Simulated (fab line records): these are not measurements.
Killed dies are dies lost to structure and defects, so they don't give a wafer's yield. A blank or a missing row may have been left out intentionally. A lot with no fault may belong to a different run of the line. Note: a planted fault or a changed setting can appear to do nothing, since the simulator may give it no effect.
Code-filled problem report in 8D (eight disciplines) form :: flow gf180mcu :: the parts of the form that need people (team, actions taken, sign-off) are left out

== 1. THE ISSUE ==
Mean of cd nm at GF_V5_CD_MEAS_14: 268.4 nm across 5 wafers in 3 lots; on wafers with no fault it is 260.4 nm (standard deviation 1.1). That puts it +7.2 standard deviations away from the usual mean.
The step: target cd 260 nm.
First observed at day 28 09:01: wafer L896.4, on cd sem-02. The record has a number at this step for 39 wafers belonging to 13 lots. The rule behind "out" and "out of limits": a value lying over 4 standard deviations away from the usual mean. The other wafers with a number count as sound.

== 2. WHAT THIS IS AND IS NOT ==
question: which readings at this step
is: cd nm
is not: -

question: which lots
is: L896, L897, L898
is not: L892, L893, L894, L895, L907, L908, L909, L910, L913, L915

question: which wafers of those lots
is: L896.4, L896.5, L897.4, L897.5, L898.5
is not: L896.2, L897.2, L898.2, L898.6

question: read on which gauges
is: cd sem-01, cd sem-02
is not: -

question: when
is: from day 28 09:01
is not: up to then (13 sound wafers); but 21 sound wafers of L897, L898, L907, L908, L909, L910, L913, L915 came after

== 3. THE SUSPECTS, EACH WITH WHAT RULES IT OUT ==
Counting: any tool at a process step up to the reading remains a suspect provided it ran every lot that is out. Sound lots after the first of them don't rule it out here, since some wafers of a struck lot are sound.
- the gauge at GF_V5_CD_MEAS_14 has been ruled out. The wafers that are out were read on 2 gauges (cd sem-01, cd sem-02).
- krf scanner-01 at GF_V5_EXPOSE_11 (exposes mask Via5, target cd 260 nm): kept. Every lot that is out went through it, the first being L896 (day 27 23:17); the last sound lot it ran before that was L894 (day 27 18:10).
Remaining after the count: krf scanner-01 at GF_V5_EXPOSE_11.

== 4. THE CAUSE (what the simulator had put in) ==
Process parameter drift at GF_V5_EXPOSE_11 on krf scanner-01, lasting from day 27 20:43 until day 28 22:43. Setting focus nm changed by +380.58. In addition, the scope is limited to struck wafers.
Only this tool survived the counting.

== 5. THE CHAIN OF EFFECTS, in route order ==
Each row: a reading where the mean over the struck wafers with a number is more than 3 standard deviations away from the usual. Scope: only readings with a usual standard deviation given in the record; hours: median across lots of the time from each lot's start at the first step in this table that gives one to its start at this step; sigmas: change in usual standard deviations.
hours: 0
step: GF_V5_CD_MEAS_14
reading: cd nm
usual: 260.4 nm
on struck wafers: 268.4
change: +8.0
sigmas: +7.2

== 6. HOW IT WOULD HAVE BEEN CAUGHT EARLIER ==
The first out-of-limits reading at a measuring or inspecting step in this record came at day 28 09:01, 12 hours after the fault's start at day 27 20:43.
Among the 3 lots that are out, L897, L898 began GF_V5_EXPOSE_11 on krf scanner-01 after day 28 09:01. A hold on the tool at that time would have spared those 2.
